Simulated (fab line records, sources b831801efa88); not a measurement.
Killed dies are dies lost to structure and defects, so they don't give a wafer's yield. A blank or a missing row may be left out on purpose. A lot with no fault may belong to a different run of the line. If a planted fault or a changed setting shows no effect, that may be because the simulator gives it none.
Chamber matching -- flow sky130 -- 4 sister chambers for SKY_FIELD_ISO_ETCH_14 on rieDiel-04
The step etches BARC in N2/H2, stops on SiO2, time 45.9 s, target depth 60 nm. 18 wafers are shown with their chamber, then 9 later ones without.

## WAFERS WITH THEIR CHAMBER
wafer,chamber,drypumpMotorCurrentA (A),biasW (W),oesProductAu (a.u.)
L074.1,0,5.3,100.2,0.857
L074.4,1,5.3,99.4,0.854
L074.5,1,5.3,100.0,0.860
L075.2,1,5.3,100.1,0.855
L075.3,3,4.7,99.5,0.857
L075.6,3,4.8,99.7,0.854
L081.3,3,4.7,99.0,0.856
L081.4,0,5.2,99.6,0.856
L081.6,3,4.7,99.4,0.863
L087.2,0,5.2,99.9,0.851
L087.3,2,5.5,100.4,0.849
L087.4,2,5.4,100.3,0.852
L088.2,2,5.4,99.8,0.848
L088.5,0,5.2,99.9,0.848
L088.6,3,4.7,99.9,0.854
L089.1,1,5.3,100.1,0.857
L089.4,0,5.2,99.7,0.855
L089.6,2,5.4,99.8,0.859

SIGNATURES (averages over the wafers above)
reading,chamber 0,chamber 1,chamber 2,chamber 3,scatter within a chamber
drypumpMotorCurrentA,5.220,5.300,5.425,4.720,0.041
biasW,99.860,99.900,100.075,99.500,0.307
oesProductAu,0.85340,0.85650,0.85200,0.85680,0.00385
Rule: for a wafer and a chamber, the distance is found by dividing, reading by reading, the gap between the wafer's reading and the chamber's mean by the reading's scatter, squaring, summing and taking the root. The wafer belongs to the nearest chamber; if the next one is less than 2 further off, it can't be placed. How the scatter is found: for the shown wafers, subtract from each reading the mean of its chamber, square and add these, divide the total by (wafers less chambers), then take the root.

## WAFERS WITH NO CHAMBER GIVEN
wafer,drypumpMotorCurrentA (A),biasW (W),oesProductAu (a.u.)
L091.1,5.2,100.0,0.852
L091.3,5.3,100.7,0.861
L091.6,5.3,100.6,0.856
L094.4,4.7,100.3,0.843
L094.5,5.3,99.9,0.849
L094.6,5.5,100.4,0.853
L097.1,5.3,99.7,0.862
L097.3,5.2,100.0,0.859
L097.6,5.4,100.0,0.853

## WHICH CHAMBER EACH WENT THROUGH
wafer,from the rows above,in truth
L091.1,can't be placed: 0 or 1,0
L091.3,can't be placed: 1 or 0 or 2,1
L091.6,can't be placed: 1 or 0 or 2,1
L094.4,3,3
L094.5,can't be placed: 1 or 0 or 2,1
L094.6,2,2
L097.1,can't be placed: 1 or 0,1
L097.3,can't be placed: 0 or 1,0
L097.6,can't be placed: 2 or 1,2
Correctly placed: 2 of 9. Can't be placed from these rows: 7 (the true chamber is among the candidates in 7). Wrongly placed: 0.
